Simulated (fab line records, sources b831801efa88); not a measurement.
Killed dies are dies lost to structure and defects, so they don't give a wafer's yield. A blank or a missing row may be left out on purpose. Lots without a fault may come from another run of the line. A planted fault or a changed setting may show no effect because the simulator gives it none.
fab line records | flow sky130
record lots=5 wafers=15 last_day=50
route steps=708 shown VIA4@651 METAL5@661 PAD_OPEN@708
lots that met no fault: from a run of the same line without faults
start_h: hours from the record's first day to the start of the lot's first wafer shown | wait_h: hours since the lot's step before | " the same as in the row above | L1.1+2: a row that stands for several wafers | - no value, or no start given | * or withheld: withheld | < > ~ a bound
route shown NAME@n: a module of which the file shows steps, and the number in the route of the first | usual: mean/standard deviation of fault-free wafers | same: alike in all rows | chamber/n: place in a boat | sites: the reading at each site | _std_site: their standard deviation | _edge_site: outer sites' mean less inner sites' | radius_mm: how far each site lies from the wafer's centre | mask NAME#n: copy n | behind: the tool/chamber that last shaped the wafer | hold: why the lot was held/for how many hours/how that ended | device: the transistor (n, p or np) that didn't switch | end of line: the same wafers' tests at the end of the route | a step without rows: its recipe alone | killed: dies lost to structure and defects at the first sort, not the wafer's yield | map: a wafer's dies, x killed, . not, _ none there
set.NAME: the setting as run; set.NAME@STEP: as run at that earlier step | model.NAME: the simulator's own value behind a step, which no gauge read
lots at some steps of the route; a table a step, a row a wafer
services: from which hour (start_h, from the record's first day; less than 0 if before it) a tool's chamber was out of use, for how many hours, and why
## steps
# step SKY_VIA4_ETCH_12
# recipe target=SiO2 chemistry=C4F8/O2/Ar stop_on=TiN mask_material=NOVOLAK source_w=1500 bias_w=1200 pressure_mtorr=40 c4f8_flow_sccm=withheld O2_flow_sccm=6 Ar_flow_sccm=300 time_s=withheld target_depth_a=5800
# usual oes_product_au=0.926/0.0041
# columns lot.wafer tool chamber start_h wait_h oes_product_au
L766.1 rie_diel-02 3 1042.05 0.0 0.922
L766.2 " 0 " " 0.927
L766.3 " 2 " " 0.926
L769.3 rie_diel-02 3 1048.00 0.0 0.925
L769.4 " 0 " " 0.922
L769.5 " 0 " " 0.926
L775.2 rie_diel-02 2 1084.10 0.0 0.925
L775.3 " 3 " " 0.933
L775.4 " 0 " " 0.924
L781.1 rie_diel-03 3 1121.10 0.0 0.928
L781.3 " 1 " " 0.921
L781.4 " 2 " " 0.925
L784.3 rie_diel-01 2 1131.45 0.0 0.929
L784.5 " 2 " " 0.931
L784.6 " 3 " " 0.931
# step SKY_VIA4_STRIP_13
# recipe chemistry=O2/N2 power_w=1400 pressure_mtorr=1500 platen_temp_c=withheld o2_flow_sccm=3000 n2_flow_sccm=300 overash_fraction=0.5
# usual drypump_motor_current_A=5.8/0.46 oes_product_au=0.710/0.0044 strip_time_to_endpoint_s=12.796/0.026
# columns lot.wafer tool chamber start_h wait_h drypump_motor_current_A oes_product_au rf_hours_counter_h strip_time_to_endpoint_s
L766.1 plasma_asher-03 1 1042.13 - 5.9 0.708 118 12.827
L766.2 " 0 " " 6.0 0.709 118 12.768
L766.3 " 1 " " 5.9 0.709 - 12.801
L769.3 plasma_asher-04 1 1048.11 - 5.6 0.707 - 12.806
L769.4 " 0 " " 5.0 0.714 - 12.813
L769.5 " 1 " " 5.6 0.702 - 12.777
L775.2 plasma_asher-03 1 1084.17 - 5.9 0.704 2 12.803
L775.3 " 1 " " 5.9 0.712 - 12.796
L775.4 " 0 " " 6.0 0.710 - 12.794
L781.1 plasma_asher-03 0 1121.18 - 6.0 0.707 5 12.808
L781.3 " 1 " " 5.9 0.707 - 12.808
L781.4 " 0 " " 6.0 0.703 - 12.763
L784.3 plasma_asher-03 0 1131.55 - 6.0 0.713 - 12.795
L784.5 " 1 " " 5.9 0.707 - 12.772
L784.6 " 0 " " 6.0 0.713 - 12.773
# step SKY_VIA4_STRIP_14
# recipe chemistry=post_etch_residue_remover time_s=1200 temp_c=72.5
# step SKY_VIA4_CLEAN_15
# recipe chemistry=IPA time_s=180 temp_c=25
# step SKY_VIA4_CLEAN_16
# recipe chemistry=O3/DIW dry=n2_spin
# step SKY_VIA4_SPUTTER_17
# recipe material=TiN target_thk_nm=20 chamber_pressure_pa=5 power_w=4000 time_s=80
# step SKY_VIA4_CVD_18
# recipe material=W target_thk_nm=505 time_s=152.14 temp_c=400 pressure_torr=40
# step SKY_VIA4_RS_MEAS_19
# recipe thk_meas_gauge=four-point-probe reads=W_of_VIA4_CVD_18+TiN_of_VIA4_SPUTTER_17
# usual VIA4_W_RS=0.2247/0.0024
# columns lot.wafer tool chamber start_h wait_h VIA4_W_RS[ohm/sq]
L766.1 film_metro-03 - 1042.96 0.1 0.2263
L766.2 " - " " 0.2232
L766.3 " - " " 0.2247
L769.3 film_metro-03 - 1049.00 0.1 0.2268
L769.4 " - " " 0.2264
L769.5 " - " " 0.2254
L775.2 film_metro-03 - 1085.03 0.1 0.2253
L775.3 " - " " 0.2246
L775.4 " - " " 0.2244
L781.1 film_metro-01 - 1122.02 0.1 0.2271
L781.3 " - " " 0.2263
L781.4 " - " " 0.2277
L784.3 film_metro-01 - 1132.41 0.1 0.2254
L784.5 " - " " 0.2235
L784.6 " - " " 0.2220
# step SKY_VIA4_THK_MEAS_20
# recipe thk_meas_gauge=xrf reads=W_of_VIA4_CVD_18
# usual VIA4_W_THK=512/6.3
# columns lot.wafer tool chamber start_h wait_h VIA4_W_THK[nm]
L766.1 film_metro-03 - 1043.08 0.1 510
L766.2 " - " " 517
L766.3 " - " " 514
L769.3 film_metro-03 - 1049.10 0.1 509
L769.4 " - " " 513
L769.5 " - " " 510
L775.2 film_metro-03 - 1085.14 0.1 513
L775.3 " - " " 516
L775.4 " - " " 514
L781.1 film_metro-01 - 1122.14 0.1 506
L781.3 " - " " 506
L781.4 " - " " 506
L784.3 film_metro-01 - 1132.51 0.1 513
L784.5 " - " " 516
L784.6 " - " " 519
# step SKY_VIA4_CMP_21
# recipe stop_on=SiO2 t_overpolish_s=25 down_force_psi=3.5 platen_rpm=60 target_thk_nm=0 pad_velocity_m_s=0.94248
# step SKY_METAL5_SPUTTER_00
# recipe material=Ti target_thk_nm=15 power_w=3000 time_s=10 chamber_pressure_pa=0.4
# step SKY_METAL5_SPUTTER_01
# recipe material=TiN target_thk_nm=20 power_w=6500 time_s=16.7 chamber_pressure_pa=0.4
# step SKY_METAL5_SPUTTER_02
# recipe material=AlCu target_thk_nm=1150 power_w=10600 time_s=61.2 chamber_pressure_pa=0.4
# usual throttle_valve_pct=30.3/0.83
# columns lot.wafer tool chamber start_h wait_h throttle_valve_pct model.AlCu_of_METAL5_SPUTTER_02.thk_nm
L766.1 pvd_sputter-03 - 1043.49 0.0 31.3 1169
L766.2 " - " " 30.1 1169
L766.3 " - " " 31.5 1170
L769.3 pvd_sputter-03 - 1049.49 0.0 31.3 1133
L769.4 " - " " 29.9 1130
L769.5 " - " " 31.5 1137
L775.2 pvd_sputter-03 - 1085.65 0.0 31.5 1161
L775.3 " - " " 31.0 982.8
L775.4 " - " " 30.0 1158
L781.1 pvd_sputter-02 - 1122.57 0.0 31.1 1143
L781.3 " - " " 30.0 1151
L781.4 " - " " 29.7 1149
L784.3 pvd_sputter-01 - 1132.90 0.0 30.5 1133
L784.5 " - " " 28.8 1140
L784.6 " - " " 30.5 1141
# step SKY_METAL5_SPUTTER_03
# recipe material=Ti target_thk_nm=5 power_w=3000 time_s=3.3 chamber_pressure_pa=0.4
# usual throttle_valve_pct=30.2/0.84
# columns lot.wafer tool chamber start_h wait_h throttle_valve_pct
L766.1 pvd_sputter-03 - 1043.54 0.0 31.2
L766.2 " - " " 30.0
L766.3 " - " " 31.6
L769.3 pvd_sputter-03 - 1049.54 0.0 30.8
L769.4 " - " " 29.7
L769.5 " - " " 31.4
L775.2 pvd_sputter-03 - 1085.70 0.0 31.4
L775.3 " - " " 31.3
L775.4 " - " " 30.1
L781.1 pvd_sputter-02 - 1122.62 0.0 31.2
L781.3 " - " " 30.2
L781.4 " - " " 29.7
L784.3 pvd_sputter-01 - 1132.95 0.0 30.6
L784.5 " - " " 28.6
L784.6 " - " " 30.1
# step SKY_METAL5_SPUTTER_04
# recipe material=TiN target_thk_nm=70 power_w=6500 time_s=58.3 chamber_pressure_pa=0.4
# usual throttle_valve_pct=30.2/0.82
# columns lot.wafer tool chamber start_h wait_h throttle_valve_pct
L766.1 pvd_sputter-03 - 1043.56 0.0 31.0
L766.2 " - " " 30.1
L766.3 " - " " 31.3
L769.3 pvd_sputter-03 - 1049.56 0.0 31.3
L769.4 " - " " 29.8
L769.5 " - " " 31.3
L775.2 pvd_sputter-03 - 1085.72 0.0 31.3
L775.3 " - " " 31.1
L775.4 " - " " 30.2
L781.1 pvd_sputter-02 - 1122.64 0.0 31.2
L781.3 " - " " 29.9
L781.4 " - " " 29.6
L784.3 pvd_sputter-01 - 1132.97 0.0 30.6
L784.5 " - " " 28.6
L784.6 " - " " 30.2
# step SKY_METAL5_RS_MEAS_05
# recipe thk_meas_gauge=four-point-probe reads=TiN_of_METAL5_SPUTTER_04+Ti_of_METAL5_SPUTTER_03+AlCu_of_METAL5_SPUTTER_02+TiN_of_METAL5_SPUTTER_01+Ti_of_METAL5_SPUTTER_00
# usual METAL5_ALCU_RS=0.02715/0.00027
# columns lot.wafer tool chamber start_h wait_h METAL5_ALCU_RS[ohm/sq]
L766.1 film_metro-04 - 1043.61 0.0 0.02656
L766.2 " - " " 0.02656
L766.3 " - " " 0.02656
L769.3 film_metro-04 - 1049.65 0.1 0.02748
L769.4 " - " " 0.02753
L769.5 " - " " 0.02729
L775.2 film_metro-03 - 1085.79 0.0 0.02675
L775.3 " - " " 0.03165
L775.4 " - " " 0.02687
L781.1 film_metro-03 - 1122.68 0.0 0.02724
L781.3 " - " " 0.02702
L781.4 " - " " 0.02706
L784.3 film_metro-03 - 1133.05 0.1 0.0275
L784.5 " - " " 0.02732
L784.6 " - " " 0.02723
# step SKY_METAL5_THK_MEAS_06
# recipe thk_meas_gauge=xrf reads=AlCu_of_METAL5_SPUTTER_02
# usual METAL5_ALCU_THK=1156/13
# columns lot.wafer tool chamber start_h wait_h METAL5_ALCU_THK[nm]
L766.1 film_metro-04 - 1043.73 0.1 1178
L766.2 " - " " 1189
L766.3 " - " " 1177
L769.3 film_metro-04 - 1049.75 0.1 1142
L769.4 " - " " 1134
L769.5 " - " " 1144
L775.2 film_metro-03 - 1085.90 0.1 1168
L775.3 " - " " 995
L775.4 " - " " 1170
L781.1 film_metro-03 - 1122.80 0.1 1150
L781.3 " - " " 1160
L781.4 " - " " 1161
L784.3 film_metro-03 - 1133.15 0.1 1142
L784.5 " - " " 1149
L784.6 " - " " 1143
# step SKY_METAL5_DEHYDRATE_07
# recipe temp_c=200 time_s=60
# step SKY_METAL5_HMDS_08
# recipe prime_time_s=60 prime_temp_c=120
# step SKY_METAL5_COAT_09
# recipe resist=NOVOLAK spin_rpm=3000 resist_thk_nm=1800
# step SKY_METAL5_SOFTBAKE_10
# recipe temp_c=90 time_s=60 resist=NOVOLAK
# step SKY_METAL5_EXPOSE_11
# recipe mask_id=MM5 na=0.6 source_shape=conventional sigma_outer=0.6 polarization=unpolarized target_cd_nm=1600 dose_mj=190
# step SKY_METAL5_PEB_12
# recipe temp_c=withheld time_s=* resist=NOVOLAK
# step SKY_METAL5_DEVELOP_13
# recipe resist=NOVOLAK developer=TMAH develop_time_s=60 dev_temp_c=23
# step SKY_METAL5_DESCUM_14
# recipe chemistry=O2 source_power_w=150 bias_power_w=0 pressure_mtorr=10 temp_c=40 time_s=11
# step SKY_METAL5_METAL_ETCH_15
# recipe target_depth_a=12600 stop_on=SiO2 over_etch_frac=0.2 time_s=252 chemistry=Cl2/BCl3 resist_sidewall_deg=86 pressure_mtorr=10 icp_w=900 bias_w=48.5 Cl2_flow_sccm=60 bcl3_flow_sccm=30
# usual drypump_motor_current_A=5.6/0.38 mfc_cl2_sccm=60.02/0.16 oes_product_au=0.894/0.0051 throttle_valve_pct=22.264/0.0082
# columns lot.wafer tool chamber start_h wait_h drypump_motor_current_A mfc_cl2_sccm oes_product_au rf_hours_counter_h throttle_valve_pct
L766.1 rie_metal-03 1 1061.85 0.0 5.4 60.10 0.903 26 22.269
L766.2 " 0 " " 6.6 60.07 0.890 13 22.271
L766.3 " 1 " " 5.4 60.11 0.898 - 22.269
L769.3 rie_metal-01 0 1070.59 0.1 5.6 60.08 0.901 - 22.243
L769.4 " 1 " " 5.2 59.94 0.893 - 22.261
L769.5 " 1 " " 5.2 60.26 0.903 - 22.263
L775.2 rie_metal-02 0 1106.05 0.0 5.6 60.31 0.891 20 22.250
L775.3 " 1 " " 5.7 60.09 0.830 - 22.273
L775.4 " 0 " " 5.7 60.12 0.888 - 22.258
L781.1 rie_metal-01 1 1141.47 0.0 5.2 59.87 0.891 14 22.260
L781.3 " 1 " " 5.2 60.02 0.897 - 22.270
L781.4 " 0 " " 5.6 59.98 0.897 - 22.269
L784.3 rie_metal-03 0 1151.64 0.1 6.6 60.05 0.887 - 22.267
L784.5 " 0 " " 6.6 60.13 0.888 - 22.273
L784.6 " 1 " " 5.4 59.93 0.891 - 22.258
# step SKY_METAL5_STRIP_16
# recipe chemistry=O2/N2 power_w=1429 pressure_mtorr=1500 platen_temp_c=withheld o2_flow_sccm=3000 n2_flow_sccm=300 overash_fraction=0.5
# usual drypump_motor_current_A=5.7/0.36 oes_product_au=0.718/0.0048 strip_time_to_endpoint_s=12.90/0.075
# columns lot.wafer tool chamber start_h wait_h drypump_motor_current_A oes_product_au rf_hours_counter_h strip_time_to_endpoint_s
L766.1 plasma_asher-01 0 1062.09 0.2 5.6 0.721 90 12.93
L766.2 " 1 " " 5.4 0.715 90 13.09
L766.3 " 0 " " 5.6 0.718 - 12.95
L769.3 plasma_asher-01 1 1070.78 0.1 5.4 0.716 - 12.90
L769.4 " 0 " " 5.7 0.721 - 12.80
L769.5 " 1 " " 5.4 0.716 - 12.87
L775.2 plasma_asher-02 0 1106.29 0.2 5.2 0.722 36 12.94
L775.3 " 0 " " 5.2 0.725 - 12.99
L775.4 " 1 " " 6.5 0.718 - 12.91
L781.1 plasma_asher-01 1 1141.70 0.2 5.5 0.720 97 12.84
L781.3 " 1 " " 5.4 0.714 - 12.84
L781.4 " 0 " " 5.6 0.719 - 12.81
L784.3 plasma_asher-01 1 1151.83 0.1 5.4 0.724 - 13.03
L784.5 " 0 " " 5.6 0.710 - 12.88
L784.6 " 1 " " 5.4 0.714 - 12.86
# step SKY_PAD_OPEN_PROBE_99
# usual defect_limited_yield=82.5/1.9 killed_at_M0_to_M3=44/6.6 killed_at_M4_up=3.0/2 killed_at_contacts=24/5.1 killed_at_front_end=15/4.1 killed_at_other=0.4/0.62 killed_dies=86/9.3 killed_open=46/6.8 killed_short=40/5.8 sort_bin_3_pad_short=0.8/0.4 sort_bin_5_function=10.3/1.4 sort_bin_6_memory=6.4/1 sort_n_pass=406/9.3 sort_yield_pct=82.5/1.9
# same gross_dies=492 killed_at_back_side=0 sort_bin_4_leakage[%]=0 sort_bin_8_speed[%]=0
# columns lot.wafer tool chamber start_h wait_h defect_limited_yield[%] killed_at_M0_to_M3 killed_at_M4_up killed_at_contacts killed_at_front_end killed_at_other killed_dies killed_open killed_short sort_bin_3_pad_short[%] sort_bin_5_function[%] sort_bin_6_memory[%] sort_n_pass sort_yield_pct[%] model.etest.met5.rs_ohm_sq model.etest.met5.line_ohm_um
L766.1 prober-02 - 1106.46 0.1 81.3 48 5 27 11 1 92 44 47 1.4 8.7 8.5 400 81.3 0.02678 0.01678
L766.2 prober-02 - 1106.51 0.1 81.1 46 1 25 19 2 93 46 47 1.4 11.8 5.7 399 81.1 0.02704 0.01688
L766.3 prober-02 - 1106.56 0.2 81.9 50 3 19 16 1 89 45 43 1.2 10.6 6.3 403 81.9 0.02675 0.01668
L769.3 prober-01 - 1113.03 0.2 84.1 32 1 26 19 0 78 44 32 0.8 9.6 5.5 414 84.1 0.02775 0.01732
L769.4 prober-01 - 1113.08 0.2 81.9 39 0 31 19 0 89 45 44 1.0 10.8 6.3 403 81.9 0.02762 0.01722
L769.5 prober-01 - 1113.13 0.2 82.1 40 7 21 20 0 88 50 38 0.2 8.3 9.3 404 82.1 0.0271 0.01694
L775.2 prober-02 - 1147.70 0.1 83.1 32 5 29 17 0 83 41 38 0.4 11.0 5.5 409 83.1 0.02673 0.01667
L775.3 prober-02 - 1147.75 0.2 82.5 47 1 29 7 2 86 38 47 1.6 10.0 5.9 406 82.5 0.03189 0.01989
L775.4 prober-02 - 1147.80 0.2 82.1 39 4 32 13 0 88 45 43 1.0 10.4 6.5 404 82.1 0.02658 0.01663
L781.1 prober-02 - 1178.86 0.1 80.3 45 5 29 18 0 97 51 46 0.6 13.0 6.1 395 80.3 0.02732 0.0171
L781.3 prober-02 - 1178.96 0.2 83.3 53 0 19 10 0 82 47 35 0.4 10.6 5.7 410 83.3 0.02723 0.01708
L781.4 prober-02 - 1179.01 0.2 83.9 39 6 22 12 0 79 47 32 1.0 8.3 6.7 413 83.9 0.02706 0.01702
L784.3 prober-02 - 1188.11 0.2 84.6 42 3 26 5 0 76 41 35 0.6 8.1 6.7 416 84.6 0.02764 0.01716
L784.5 prober-02 - 1188.21 0.2 84.3 33 2 23 19 0 77 40 37 0.2 8.7 6.7 415 84.3 0.02739 0.01706
L784.6 prober-02 - 1188.26 0.2 81.9 46 6 24 13 0 89 46 43 0.6 11.4 6.1 403 81.9 0.02776 0.01728
# killed by level:class
L766.1 CONTACT:geometric_particle:open=12 VIA1:geometric_particle:open=10 LOCAL_INTERCONNECT:geometric_particle:short=7 METAL1:geometric_particle:short=7 VIA2:geometric_particle:open=7 VIA1:geometric_particle:short=6 VIA3:geometric_particle:short=4 METAL2:geometric_particle:short=4
L766.2 LI_CONTACT:geometric_particle:open=8 VIA1:geometric_particle:open=8 METAL2:geometric_particle:short=6 FIELD_ISO:geometric_particle:open=5 POLY_GATE:geometric_particle:short=5 POLY_GATE:geometric_particle:open=5 LOCAL_INTERCONNECT:geometric_particle:short=5 METAL1:geometric_particle:short=5
L766.3 VIA1:geometric_particle:open=13 CONTACT:geometric_particle:open=9 VIA1:geometric_particle:short=8 VIA2:geometric_particle:open=8 POLY_GATE:geometric_particle:open=5 METAL1:geometric_particle:short=5 FIELD_ISO:geometric_particle:open=4 METAL3:geometric_particle:short=4
L769.3 CONTACT:geometric_particle:open=11 LI_CONTACT:geometric_particle:open=7 VIA2:geometric_particle:open=7 METAL2:geometric_particle:short=5 LOCAL_INTERCONNECT:geometric_particle:short=5 VIA3:geometric_particle:open=5 FIELD_ISO:geometric_particle:open=4 SPACER:geometric_particle:open=4
L769.4 CONTACT:geometric_particle:open=9 LI_CONTACT:geometric_particle:short=8 LI_CONTACT:geometric_particle:open=7 VIA2:geometric_particle:short=6 VIA1:geometric_particle:open=6 VIA3:geometric_particle:open=6 POLY_GATE:geometric_particle:short=4 POLY_GATE:geometric_particle:open=4
L769.5 LI_CONTACT:geometric_particle:open=7 VIA3:geometric_particle:open=7 CONTACT:geometric_particle:open=6 VIA1:geometric_particle:open=6 POLY_GATE:geometric_particle:short=5 LOCAL_INTERCONNECT:geometric_particle:short=5 POLY_GATE:geometric_particle:open=4 VIA1:geometric_particle:short=4
L775.2 CONTACT:geometric_particle:open=11 LI_CONTACT:geometric_particle:open=8 CONTACT:geometric_particle:short=7 VIA1:geometric_particle:open=6 METAL2:geometric_particle:short=5 FIELD_ISO:geometric_particle:short=4 POLY_GATE:geometric_particle:open=4 VIA2:geometric_particle:open=4
L775.3 METAL2:geometric_particle:short=9 CONTACT:geometric_particle:open=8 CONTACT:geometric_particle:short=7 VIA3:geometric_particle:open=7 VIA1:geometric_particle:short=6 LI_CONTACT:geometric_particle:short=5 LI_CONTACT:geometric_particle:open=5 VIA1:geometric_particle:open=5
L775.4 VIA1:geometric_particle:open=11 CONTACT:geometric_particle:open=10 METAL1:geometric_particle:short=9 CONTACT:geometric_particle:short=8 LI_CONTACT:geometric_particle:open=7 LOCAL_INTERCONNECT:geometric_particle:short=6 METAL2:geometric_particle:short=5 FIELD_ISO:geometric_particle:open=4
L781.1 CONTACT:geometric_particle:open=9 METAL2:geometric_particle:short=9 FIELD_ISO:geometric_particle:open=8 LI_CONTACT:geometric_particle:open=8 VIA2:geometric_particle:open=5 METAL1:geometric_particle:short=5 VIA1:geometric_particle:short=5 VIA3:geometric_particle:short=5
L781.3 METAL1:geometric_particle:short=11 VIA1:geometric_particle:open=9 CONTACT:geometric_particle:open=9 VIA2:geometric_particle:open=8 VIA1:geometric_particle:short=7 VIA3:geometric_particle:open=7 FIELD_ISO:geometric_particle:open=5 LOCAL_INTERCONNECT:geometric_particle:short=4
L781.4 CONTACT:geometric_particle:open=12 VIA1:geometric_particle:open=10 VIA2:geometric_particle:open=6 LOCAL_INTERCONNECT:geometric_particle:short=4 METAL1:geometric_particle:short=4 METAL2:geometric_particle:short=4 METAL4:geometric_particle:short=4 FIELD_ISO:geometric_particle:short=3
L784.3 LI_CONTACT:geometric_particle:open=9 CONTACT:geometric_particle:short=9 METAL2:geometric_particle:short=8 VIA1:geometric_particle:open=7 VIA2:geometric_particle:open=7 CONTACT:geometric_particle:open=6 VIA3:geometric_particle:open=6 METAL3:geometric_particle:short=4
L784.5 CONTACT:geometric_particle:open=12 POLY_GATE:geometric_particle:short=9 VIA1:geometric_particle:open=9 VIA2:geometric_particle:open=7 METAL1:geometric_particle:short=6 FIELD_ISO:geometric_particle:open=5 CONTACT:geometric_particle:short=5 LI_CONTACT:geometric_particle:short=4
L784.6 VIA1:geometric_particle:open=13 CONTACT:geometric_particle:open=7 LI_CONTACT:geometric_particle:open=7 METAL4:geometric_particle:short=6 FIELD_ISO:geometric_particle:short=5 METAL1:geometric_particle:short=5 VIA2:geometric_particle:open=5 LOCAL_INTERCONNECT:geometric_particle:short=4
## services
# columns tool chamber start_h hours kind
rie_metal-01 - 1033.87 2.8 pm
rie_metal-02 - 1044.76 1.2 repair
plasma_asher-03 - 1055.34 9.0 pm
plasma_asher-03 0 1055.34 9.0 vent_cycle
rie_metal-02 - 1067.04 14.8 repair
rie_diel-01 - 1068.22 0.4 repair
rie_metal-03 0 1068.25 6.1 repair
rie_diel-03 3 1069.05 4.4 repair
rie_metal-01 - 1076.49 0.7 repair
rie_metal-03 1 1078.08 8.3 repair
rie_metal-03 - 1082.06 1.4 pm
pvd_sputter-03 - 1096.70 3.5 repair
rie_diel-01 - 1101.24 0.4 repair
pvd_sputter-03 1 1106.53 - consumable_replace:kit
pvd_sputter-03 1 1106.53 18.0 scheduled_down
pvd_sputter-03 1 1106.53 18.0 vent_cycle
rie_diel-02 3 1109.66 4.2 repair
rie_diel-01 0 1112.66 9.6 repair
rie_metal-02 - 1113.10 1.4 pm
pvd_sputter-02 - 1123.39 6.7 repair
pvd_sputter-03 - 1126.98 3.9 repair
rie_diel-01 2 1133.90 6.2 repair
rie_diel-03 2 1137.40 4.2 repair
pvd_sputter-03 - 1145.30 4.9 repair
## key
first_sign step=SKY_METAL5_RS_MEAS_05 reading=METAL5_ALCU_RS direction=up sigmas=16 usual=0.02715 struck=0.03165
effect step=SKY_METAL5_THK_MEAS_06 reading=METAL5_ALCU_THK direction=down sigmas=13 usual=1156 struck=995
effect step=SKY_METAL5_METAL_ETCH_15 reading=oes_product_au direction=down sigmas=12 usual=0.894 struck=0.830
model_effect step=SKY_METAL5_SPUTTER_02 value=AlCu_of_METAL5_SPUTTER_02.thk_nm without=1160 struck=982.8
model_effect step=SKY_PAD_OPEN_PROBE_99 value=etest.met5.rs_ohm_sq without=0.02698 struck=0.03189
met_at SKY_METAL5_SPUTTER_02
struck_wafers L775.3
onset_between 1049.49 1085.65
fault kind=process_parameter_drift tool=pvd_sputter-03 chamber=- onset_h=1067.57 steps=SKY_METAL5_SPUTTER_02 channel=time_s offset=* shape=step end_h=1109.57 acts_in=* stated=* scope=struck_wafers_only
